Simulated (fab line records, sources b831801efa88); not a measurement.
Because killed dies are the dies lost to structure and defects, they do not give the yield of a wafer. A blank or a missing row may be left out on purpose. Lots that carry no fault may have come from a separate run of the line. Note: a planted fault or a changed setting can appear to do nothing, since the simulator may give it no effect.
Comparing a struck lot with a sound one	flow sky130	15 steps out of a route of 708
Sound: the wafers L796.1, L796.4, L796.6. Struck: wafers L808.1, L808.5. (L808.4 of the same lot was not struck and is left out.) The cause comes at the end.
Per side, at each step with rows, come the tool, then ch with its chambers, and then its first start. Under that, the readings that differ: sound wafers	struck wafers	difference of the means	sigmas: that difference in standard deviations of wafers without a fault.
alike: same words and numbers on both sides, and readings whose means sit less than 2 such deviations apart. not compared: any withheld reading, any reading some wafer has no value for, any bound like >300 that may hide the same value, and any number with overlapping values for which the record gives no deviation.
Wherever a step has rows on one side only, a row that says differs or no value, or a row with sigmas, the two part there. Numbers that don't overlap but have no deviation are shown without sigmas and don't part them. A reading missing from all wafers of one side parts the sides only when that side holds two or more wafers.

first, 1 step without rows for these wafers: SKY_VIA3_ETCH_14 (etches BARC in N2/H2, stops on SiO2, time 45.9 s, target depth 60 nm).
SKY_VIA3_ETCH_15: etches SiO2 in C4F8/O2/Ar, stops on TiN, target depth 507 nm, time 78 s.
  sound on rieDiel-04 ch 1,2, day 39 09:58; struck on rieDiel-03 ch 2,3, day 43 12:31
  alike: oesProductAu
  not compared: rfHoursCounterH
SKY_VIA3_STRIP_16: strips in O2/N2.
  sound on plasmaAsher-01 ch 0,1, day 39 10:02; struck on plasmaAsher-04 ch 0, day 43 12:35
  alike: drypumpMotorCurrentA, o2FlowSccm, oesProductAu, stripTimeToEndpointS
  not compared: rfHoursCounterH
then, 4 steps without rows for these wafers: SKY_VIA3_STRIP_17 (strips in post etch residue remover, time 1200 s); SKY_VIA3_CLEAN_18 (cleans in IPA, time 180 s); SKY_VIA3_CLEAN_19 (cleans in O3/DIW); SKY_VIA3_SPUTTER_20 (material TiN, target thk 20 nm, time 80 s).
SKY_VIA3_CVD_21: deposits W, target thk 390 nm, time 117.31 s.
  sound on cvdW-01 ch 0,1, day 39 10:46; struck on cvdW-01 ch 0,1, day 43 13:14
  alike: heaterPowerW
SKY_VIA3_RS_MEAS_22: measurement is done with a four-point probe.
  sound on filmMetro-04 at day 39 10:53; struck on filmMetro-01 at day 43 13:21
  alike: VIA3_W_RS
SKY_VIA3_THK_MEAS_23: measures by xrf.
  sound on filmMetro-04 at day 39 11:01; struck on filmMetro-01 at day 43 13:28
  alike: VIA3_W_THK
SKY_VIA3_CMP_24: polishes, stops on SiO2, t overpolish 20 s, target thk 0 nm.
  sound on cmp-02 ch 0,2, day 39 11:07; struck on cmp-01 ch 0,2, day 43 13:40
  alike: motorCurrentA, overpolishRunS, timeToEndpointS
then, 1 step without rows for these wafers: SKY_METAL4_SPUTTER_00 (material Ti, target thk 15 nm, time 10 s).
SKY_METAL4_SPUTTER_01: material TiN, target thk 20 nm, time 16.7 s.
  sound on pvdSputter-01 at day 39 11:23; struck on pvdSputter-01 at day 43 13:59
reading	sound	struck	difference	sigmas
model.TiN_of_METAL4_SPUTTER_01.thkNm (nm)	19.89 19.99 19.87	18.74 18.89	-1.10	
  alike: throttleValvePct
SKY_METAL4_SPUTTER_02: material AlCu, target thk 735 nm, time 39.1 s.
  sound on pvdSputter-01 at day 39 11:25; struck on pvdSputter-01 at day 43 14:01
  alike: throttleValvePct
-- the record jumps here: 5 days lie between the struck wafers' starts before and after (it left off in module METAL4 and takes up again in module PAD_OPEN, whose first step shown is number 708 of the route) --
SKY_PAD_OPEN_PROBE_99:
  sound on prober-01 at day 45 13:37; struck on prober-01 at day 49 00:31
  alike: defectLimitedYield, killed_at_M0_to_M3, killed_at_M4_up, killedAtContacts, killedAtFrontEnd, killedAtOther, killedDies, killedOpen, killedShort, sort_bin_3_pad_short, sort_bin_5_function, sort_bin_6_memory, sortNPass, sortYieldPct

WHERE THEY PART
Nowhere in this record.

WHY: what had been put in by the simulator
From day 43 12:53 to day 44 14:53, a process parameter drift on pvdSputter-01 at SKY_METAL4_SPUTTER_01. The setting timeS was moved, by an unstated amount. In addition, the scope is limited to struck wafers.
